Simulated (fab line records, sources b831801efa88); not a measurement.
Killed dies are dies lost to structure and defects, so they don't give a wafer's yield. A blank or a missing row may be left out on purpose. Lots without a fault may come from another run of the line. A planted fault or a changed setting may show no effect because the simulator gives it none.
A struck lot beside a sound one | flow sky130 | 15 steps out of a route of 708
Sound: wafers L306.1, L306.3, L306.4. Struck: wafers L302.3, L302.5, L302.6. The cause comes at the end.
At each step with rows: each side's tool, then ch and its chambers, then its first start. Under that, the readings that differ: sound wafers | struck wafers | difference of the means | sigmas: that difference in standard deviations of wafers without a fault.
alike: readings whose means differ by less than 2 such deviations, and words and numbers that are the same on both sides. not compared: withheld readings, readings that some wafer has no value for, bounds like >300 that may hide the same value, and numbers for which the record gives no deviation and whose values overlap.
The two part at a step that has a row with sigmas, a row that says differs or no value, or rows on one side only. Numbers that don't overlap but have no deviation are shown without sigmas and don't part them. A reading that every wafer of one side lacks parts them only if that side has two wafers or more.

first, 4 steps without rows for these wafers: SKY_LDD_HVN_SOFTBAKE_03 (time 60 s); SKY_LDD_HVN_EXPOSE_04 (exposes mask HVNTM, target cd 700 nm); SKY_LDD_HVN_PEB_05; SKY_LDD_HVN_DEVELOP_06 (develop time 60 s).
SKY_LDD_HVN_OVL_MEAS_07:
  sound on overlay-02, day 26 19:08; struck on overlay-02, day 24 03:57
  alike: LDD_HVN_OVL
then, 1 step without rows for these wafers: SKY_LDD_HVN_IMPLANT_08.
SKY_LDD_HVN_STRIP_09: strips in O2/N2.
  sound on plasma_asher-04 ch 0,1, day 26 19:20; struck on plasma_asher-02 ch 0,1, day 24 04:10
  alike: drypump_motor_current_A, oes_product_au, strip_time_to_endpoint_s
  not compared: rf_hours_counter_h
SKY_LDD_HVN_TW_MEAS_10:
  sound on film_metro-02, day 26 19:26; struck on film_metro-03, day 24 04:15
  alike: LDD_HVN_TW
then, 4 steps without rows for these wafers: SKY_LDD_HVP_DEHYDRATE_00 (time 60 s); SKY_LDD_HVP_HMDS_01 (prime time 60 s); SKY_LDD_HVP_COAT_02 (resist thk 300 nm); SKY_LDD_HVP_SOFTBAKE_03 (time 60 s).
SKY_LDD_HVP_EXPOSE_04: exposes mask HVPTM, target cd 700 nm.
  sound on iline_stepper-01 ch 0, day 27 10:04; struck on iline_stepper-02 ch 0, day 24 19:01
  reading              | sound             | struck            | difference | sigmas
  exposure_dose_mJ_cm2 | 86.05 86.16 85.94 | 81.93 81.96 81.99 | -4.09      | -52
  alike: mask
then, 1 step without rows for these wafers: SKY_LDD_HVP_PEB_05.
-- the record jumps here: 23 days lie between the struck wafers' starts before and after (it left off in module LDD_HVP and takes up again in module PAD_OPEN, whose first step shown is number 708 of the route) --
SKY_PAD_OPEN_PROBE_99:
  sound on prober-02, day 50 00:23; struck on prober-01, day 48 06:30
  alike: killed_at_M0_to_M3, killed_at_M4_up, killed_at_contacts, killed_at_front_end, killed_at_other, killed_dies, killed_open, killed_short

WHERE THEY PART
Only at SKY_LDD_HVP_EXPOSE_04, within this record. Later steps at which nothing parts them and some readings are alike: SKY_PAD_OPEN_PROBE_99.

WHY: what the simulator had put in
Process parameter drift: iline_stepper-02, from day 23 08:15 on, at SKY_LDD_HVP_EXPOSE_04. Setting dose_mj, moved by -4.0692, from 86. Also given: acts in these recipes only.
